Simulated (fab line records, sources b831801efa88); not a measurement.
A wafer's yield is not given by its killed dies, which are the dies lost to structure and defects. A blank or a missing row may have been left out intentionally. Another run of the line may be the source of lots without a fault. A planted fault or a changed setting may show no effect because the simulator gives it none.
A struck lot beside a sound one ; flow sky130 ; 15 out of 708 route steps
Sound: these wafers, L693.1, L693.3, L693.5. Struck: wafers L705.2, L705.3, L705.6. The cause comes at the end.
Per side, at each step with rows, come the tool, then ch with its chambers, and then its first start. Under that, the readings that differ: sound wafers ; struck wafers ; difference of the means ; sigmas: that difference in standard deviations of wafers without a fault.
alike: a reading whose means differ by less than 2 such deviations, as well as words and numbers matching on both sides. not compared: withheld readings; readings where some wafer has no value; bounds like >300 that might hide an equal value; numbers whose values overlap and for which the record gives no deviation.
The two part at a step that has a row with sigmas, a row that says differs or no value, or rows on one side only. Numbers that have no deviation but don't overlap get no sigmas and don't part them. A reading missing from all wafers of one side parts the sides only when that side holds two or more wafers.

SKY_METAL2_THK_MEAS_06: measures by xrf.
  struck on film-metro-03, day 37 21:36; sound on film-metro-03, day 33 20:50
  alike: METAL2_ALCU_THK
then, 8 steps without rows for these wafers: SKY_METAL2_DEHYDRATE_07 (time 60 s); SKY_METAL2_HMDS_08 (prime time 60 s); SKY_METAL2_COAT_09 (resist thk 60 nm); SKY_METAL2_COAT_10 (resist thk 450 nm); SKY_METAL2_SOFTBAKE_11 (time 90 s); SKY_METAL2_EXPOSE_12 (exposes mask MM2, target cd 140 nm); SKY_METAL2_PEB_13; SKY_METAL2_DEVELOP_14 (develop time 60 s).
SKY_METAL2_CD_MEAS_15 targets a cd of 140 nm.
  struck on cd-sem-01, day 38 23:13; sound on cd-sem-02, day 34 23:11
reading;sound;struck;difference;sigmas
cd-nm (nm);141.4 142.2 141.0;137.7 136.2 137.2;-4.5;-2
SKY_METAL2_OVL_MEAS_16:
  struck on overlay-02, day 38 23:19; sound on overlay-02, day 35 02:19
  alike: METAL2_OVL
SKY_METAL2_DESCUM_17: chemistry O2, time 8 s.
  sound on rie-metal-01 ch 0,1, day 35 02:21; struck on rie-metal-01 ch 0,1, day 38 23:21
  alike: drypump-motor-current-A, oes-product-au
  not compared: rf-hours-counter-h
SKY_METAL2_ETCH_18: etches BARC in N2/H2, stops on SiO2, time 45.9 s, target depth 60 nm.
  sound on rie-metal-01 ch 0,1, day 35 02:23; struck on rie-metal-01 ch 0,1, day 38 23:23
reading;sound;struck;difference;sigmas
rf-fwd-power-W (W);497.3 495.0 496.1;416.3 416.5 414.9;-80.2;-50
model.KrF-thick_of_METAL2_COAT_10.thk-nm (nm);395.1 394.4 392.9;399.9 398 399.2;+4.9;
  alike: drypump-motor-current-A, oes-product-au, throttle-valve-pct
  not compared: rf-hours-counter-h
SKY_METAL2_METAL_ETCH_19: etches the open film in Cl2/BCl3, stops on SiO2, target depth 360 nm, time 78 s.
  sound on rie-metal-01 ch 0,1, day 35 02:26; struck on rie-metal-01 ch 0,1, day 38 23:27
  alike: drypump-motor-current-A, oes-product-au, rf-fwd-power-W, throttle-valve-pct
  not compared: rf-hours-counter-h
then, 1 step without rows for these wafers: SKY_PAD_OPEN_PROBE_99.

WHERE THEY PART
First at SKY_METAL2_CD_MEAS_15; last, within this record, at SKY_METAL2_ETCH_18. Later steps at which nothing parts them and some readings are alike: SKY_METAL2_METAL_ETCH_19.

WHY: what had been put in by the simulator
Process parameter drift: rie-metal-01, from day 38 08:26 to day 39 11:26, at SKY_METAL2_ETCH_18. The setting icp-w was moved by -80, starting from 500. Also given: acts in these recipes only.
